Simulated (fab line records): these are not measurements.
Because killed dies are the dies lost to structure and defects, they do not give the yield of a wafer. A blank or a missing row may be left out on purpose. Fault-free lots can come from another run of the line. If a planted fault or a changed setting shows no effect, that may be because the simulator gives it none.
Which tool was responsible? | flow sky130 | 11 lots, 33 wafers sampled, at 5 steps of a route of 708

## WHAT EACH GAUGE READ, for each wafer
SKY_VT_ADJUST_NCORE_TW_MEAS_11. Usual: for VT_ADJUST_NCORE_TW the level is 220.6 and the standard deviation is 2.6.
lot  | measured     | on            | VT_ADJUST_NCORE_TW | flag
L974 | day 9 02:53  | film metro-02 | 224.5 224.0 223.9  |
L976 | day 9 20:28  | film metro-03 | 265.9 265.4 265.4  | OFF
L978 | day 10 09:59 | film metro-02 | 222.7 223.3 222.0  |
L979 | day 10 13:36 | film metro-02 | 271.4 272.7 271.6  | OFF
L980 | day 10 21:11 | film metro-02 | 270.8 272.1 272.7  | OFF
L982 | day 11 10:32 | film metro-02 | 223.8 223.9 225.2  |
L989 | day 13 10:16 | film metro-02 | 223.5 222.8 223.5  |
L990 | day 13 17:35 | film metro-02 | 223.4 223.2 222.5  |
L993 | day 14 13:57 | film metro-04 | 219.1 218.3 217.9  |
L995 | day 15 11:07 | film metro-03 | 217.1 217.7 217.0  |
L997 | day 15 23:37 | film metro-04 | 220.6 220.6 221.0  |

SKY_LI_CONTACT_BOW_MEAS_03. Usual: for LI_CONTACT_BOW the level is 54 um and the standard deviation is 6.3.
lot  | measured     | on            | LI_CONTACT_BOW (um) | flag
L974 | day 29 04:11 | film metro-04 | 62 53 73            |
L976 | day 29 14:31 | film metro-01 | 62 62 53            |
L978 | day 30 11:51 | film metro-04 | 52 49 59            |
L979 | day 30 16:13 | film metro-02 | 60 48 52            |
L980 | day 30 21:23 | film metro-04 | 47 48 52            |
L982 | day 31 19:35 | film metro-04 | 54 44 42            |
L989 | day 34 03:29 | film metro-01 | 49 65 48            |
L990 | day 34 06:36 | film metro-02 | 60 65 57            |
L993 | day 35 07:01 | film metro-01 | 49 55 55            |
L995 | day 36 00:24 | film metro-04 | 52 53 50            |
L997 | day 36 11:47 | film metro-04 | 52 52 59            |

## WHAT TOOL EACH LOT RAN ON (gives the tool, then ch and the chambers of the sampled wafers, and finally the start)
lot  | SKY_FIELD_ISO_ETCH_17           | SKY_VT_ADJUST_NCORE_IMPLANT_09  | SKY_POLY_GATE_ETCH_16
L974 | rie si-01 ch 0,2, day 2 07:34   | implanter-04 ch 0, day 9 02:39  | rie diel-02 ch 0,1,3, day 17 08:15
L976 | rie si-01 ch 2,3, day 2 16:43   | implanter-03 ch 0, day 9 19:54  | rie diel-01 ch 0,2,3, day 17 22:42
L978 | rie si-01 ch 1,2, day 3 02:26   | implanter-01 ch 0, day 10 09:46 | rie diel-02 ch 2,3, day 18 19:41
L979 | rie si-01 ch 2,3, day 3 07:02   | implanter-01 ch 0, day 10 13:03 | rie diel-01 ch 1,2, day 18 21:42
L980 | rie si-02 ch 0,1, day 3 13:16   | implanter-03 ch 0, day 10 20:37 | rie diel-04 ch 0,1,2, day 19 06:36
L982 | rie si-02 ch 1,2, day 4 01:16   | implanter-01 ch 0, day 11 10:18 | rie diel-02 ch 0,1,2, day 20 04:36
L989 | rie si-01 ch 0,1,2, day 5 12:32 | implanter-04 ch 0, day 13 10:01 | rie diel-01 ch 1,2,3, day 22 19:54
L990 | rie si-01 ch 0,3, day 5 19:26   | implanter-03 ch 0, day 13 17:22 | rie diel-04 ch 0,2,3, day 22 22:54
L993 | rie si-01 ch 0,1,2, day 6 08:32 | implanter-03 ch 0, day 14 13:42 | rie diel-02 ch 0,1,2, day 24 00:21
L995 | rie si-01 ch 0,3, day 6 19:50   | implanter-01 ch 0, day 15 10:52 | rie diel-02 ch 0,2,3, day 24 21:21
L997 | rie si-02 ch 0,3, day 7 07:16   | implanter-04 ch 0, day 15 23:22 | rie diel-04 ch 0,1,3, day 25 10:48
- SKY_FIELD_ISO_ETCH_17: etches Si in HBr/Cl2/O2, target depth 342 nm, time 97.7 s.
- SKY_VT_ADJUST_NCORE_IMPLANT_09
- SKY_POLY_GATE_ETCH_16: etches Si3N4 in CH3F/O2, stops on poly-Si, time 147.5 s, target depth 75 nm.

## AS READ BY THE TOOLS THEMSELVES (means over the sampled wafers that have a number; for cases with no such wafer, the mark the record gives instead)
SKY_FIELD_ISO_ETCH_17. Usual: chamber pressure mTorr 14.998 mTorr, standard deviation 0.015; drypump motor current A 5.8 A, standard deviation 0.31; oes product au 1.000 a.u., standard deviation 0.0086; throttle valve pct 25.655 %, standard deviation 0.01.
lot  | tool      | chamber pressure mTorr (mTorr) | drypump motor current A (A) | oes product au (a.u.) | throttle valve pct (%) | flag
L974 | rie si-01 | 15.004                         | 5.8                         | 0.996                 | 25.654                 |
L976 | rie si-01 | 14.997                         | 5.9                         | 1.004                 | 25.661                 |
L978 | rie si-01 | 14.995                         | 5.7                         | 1.007                 | 25.659                 |
L979 | rie si-01 | 14.986                         | 5.9                         | 0.993                 | 25.649                 |
L980 | rie si-02 | 15.001                         | 6.0                         | 1.006                 | 25.657                 |
L982 | rie si-02 | 14.991                         | 5.4                         | 1.014                 | 25.647                 |
L989 | rie si-01 | 14.999                         | 5.7                         | 1.002                 | 25.644                 |
L990 | rie si-01 | 15.003                         | 5.9                         | 0.987                 | 25.657                 |
L993 | rie si-01 | 14.996                         | 5.7                         | 0.999                 | 25.660                 |
L995 | rie si-01 | 14.997                         | 5.9                         | 1.001                 | 25.653                 |
L997 | rie si-02 | 15.001                         | 6.2                         | 0.993                 | 25.663                 |

SKY_VT_ADJUST_NCORE_IMPLANT_09. Usual: 2.4001e+12 for dose ions cm2, sd 2.6e+09.
lot  | tool         | dose ions cm2 | flag
L974 | implanter-04 | 2.3965e+12    |
L976 | implanter-03 | 2.4018e+12    |
L978 | implanter-01 | 2.3969e+12    |
L979 | implanter-01 | 2.4019e+12    |
L980 | implanter-03 | 2.3987e+12    |
L982 | implanter-01 | 2.3993e+12    |
L989 | implanter-04 | 2.3969e+12    |
L990 | implanter-03 | 2.4037e+12    |
L993 | implanter-03 | 2.3981e+12    |
L995 | implanter-01 | 2.4021e+12    |
L997 | implanter-04 | 2.4034e+12    |

SKY_POLY_GATE_ETCH_16. Usual: chamber pressure mTorr 24.998 mTorr, standard deviation 0.021; drypump motor current A 5.7 A, standard deviation 0.45; oes product au 0.640 a.u., standard deviation 0.0051; throttle valve pct 10.536 %, standard deviation 0.0091.
lot  | tool        | chamber pressure mTorr (mTorr) | drypump motor current A (A) | oes product au (a.u.) | throttle valve pct (%) | flag
L974 | rie diel-02 | 24.993                         | 5.6                         | 0.642                 | 10.530                 |
L976 | rie diel-01 | 25.002                         | 5.7                         | 0.640                 | 10.541                 |
L978 | rie diel-02 | 24.993                         | 6.4                         | 0.634                 | 10.535                 |
L979 | rie diel-01 | 25.009                         | 5.1                         | 0.636                 | 10.532                 |
L980 | rie diel-04 | 25.003                         | 5.5                         | 0.643                 | 10.530                 |
L982 | rie diel-02 | 24.992                         | 5.8                         | 0.643                 | 10.539                 |
L989 | rie diel-01 | 25.015                         | 5.4                         | 0.643                 | 10.542                 |
L990 | rie diel-04 | 24.992                         | 5.6                         | 0.642                 | 10.536                 |
L993 | rie diel-02 | 24.998                         | 5.7                         | 0.642                 | 10.535                 |
L995 | rie diel-02 | 24.993                         | 6.0                         | 0.639                 | 10.525                 |
L997 | rie diel-04 | 24.986                         | 5.8                         | 0.640                 | 10.528                 |

## THE ANSWER, worked out from the rows above alone
Rule: a lot is off if the mean of its wafers that have a number lies more than 3 standard deviations from the usual mean. Also off: a lot with no number at a reading for which 4 or more lots have one. All remaining lots with rows at the step are treated as sound. The gauges are gone through in route order, then the tools' own readings, and for those a lot's mean is taken as printed above. The first step at which some lot is off is used, and at that step the reading that is off furthest; a lot without a number counts as furthest.
Off: L976, L979, L980, seen at SKY_VT_ADJUST_NCORE_TW_MEAS_11 (VT_ADJUST_NCORE_TW).
If a tool, at a process step before that reading, ran all the lots that are off and no sound lot after the first of them, it fits. Those tools and the gauges at SKY_VT_ADJUST_NCORE_TW_MEAS_11 are tried in the same way. Not one of the candidates tried fits.

## WHAT THE SIMULATOR HAD INSERTED
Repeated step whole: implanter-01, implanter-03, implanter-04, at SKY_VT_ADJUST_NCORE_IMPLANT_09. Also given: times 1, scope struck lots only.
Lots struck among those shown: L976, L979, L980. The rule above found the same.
